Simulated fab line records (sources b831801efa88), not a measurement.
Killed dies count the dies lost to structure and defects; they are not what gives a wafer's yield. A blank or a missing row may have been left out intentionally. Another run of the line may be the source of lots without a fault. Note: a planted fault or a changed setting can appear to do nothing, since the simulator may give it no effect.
The tool behind it: which one? + flow sky130 + 14 lots, 42 wafers sampled, at 1 step of a route of 708

== WHAT THE GAUGES SHOWED, per wafer ==
SKY_VIA2_BOW_MEAS_03. Usual: VIA2_BOW typically reads 86 um, with standard deviation 6.9.
| lot  | measured     | on           | VIA2_BOW (um) | flag |
|------|--------------|--------------|---------------|------|
| L246 | day 35 15:10 | filmMetro-01 | 75 81 98      |      |
| L247 | day 35 16:11 | filmMetro-01 | 88 95 102     |      |
| L248 | day 35 19:30 | filmMetro-03 | 91 89 98      |      |
| L249 | day 36 00:19 | filmMetro-03 | 82 72 74      |      |
| L251 | day 36 22:26 | filmMetro-03 | 70 88 85      |      |
| L252 | day 37 02:37 | filmMetro-01 | 94 83 82      |      |
| L253 | day 37 12:34 | filmMetro-01 | 77 74 74      |      |
| L254 | day 37 14:18 | filmMetro-01 | 78 78 80      |      |
| L257 | day 39 07:09 | filmMetro-01 | 84 81 86      |      |
| L258 | day 39 11:17 | filmMetro-01 | 80 84 77      |      |
| L259 | day 39 14:18 | filmMetro-02 | 91 95 97      |      |
| L262 | day 40 08:40 | filmMetro-01 | 81 101 88     |      |
| L268 | day 41 18:07 | filmMetro-03 | 86 88 83      |      |
| L269 | day 42 01:47 | filmMetro-02 | 90 92 84      |      |

== WHICH TOOL RAN EACH LOT (tool, then ch and the chambers of the sampled wafers, then the start) ==
There is no process step in the record ahead of these readings.

== WHAT THE TOOLS THEMSELVES READ (means of the sampled wafers that have a number; where no wafer has one, the mark that the record gives instead) ==
The record holds no such reading with a usual standard deviation.

== THE ANSWER, worked out from the rows above alone ==
Rule: a lot counts as off when the mean over its wafers that have a number is more than 3 standard deviations away from the usual mean. Also off: a lot with no number at a reading for which 4 or more lots have one. Where the step has rows for the other lots, those lots are counted as sound. After the gauges, taken in route order, come the tools' own readings; for these a lot's mean is taken, as printed above. The first step at which some lot is off is used, and at that step the reading that is off furthest; a lot without a number counts as furthest.
Across all readings shown, no lot is off: no conclusion can be drawn from this.

== WHAT THE SIMULATOR HAD INSERTED ==
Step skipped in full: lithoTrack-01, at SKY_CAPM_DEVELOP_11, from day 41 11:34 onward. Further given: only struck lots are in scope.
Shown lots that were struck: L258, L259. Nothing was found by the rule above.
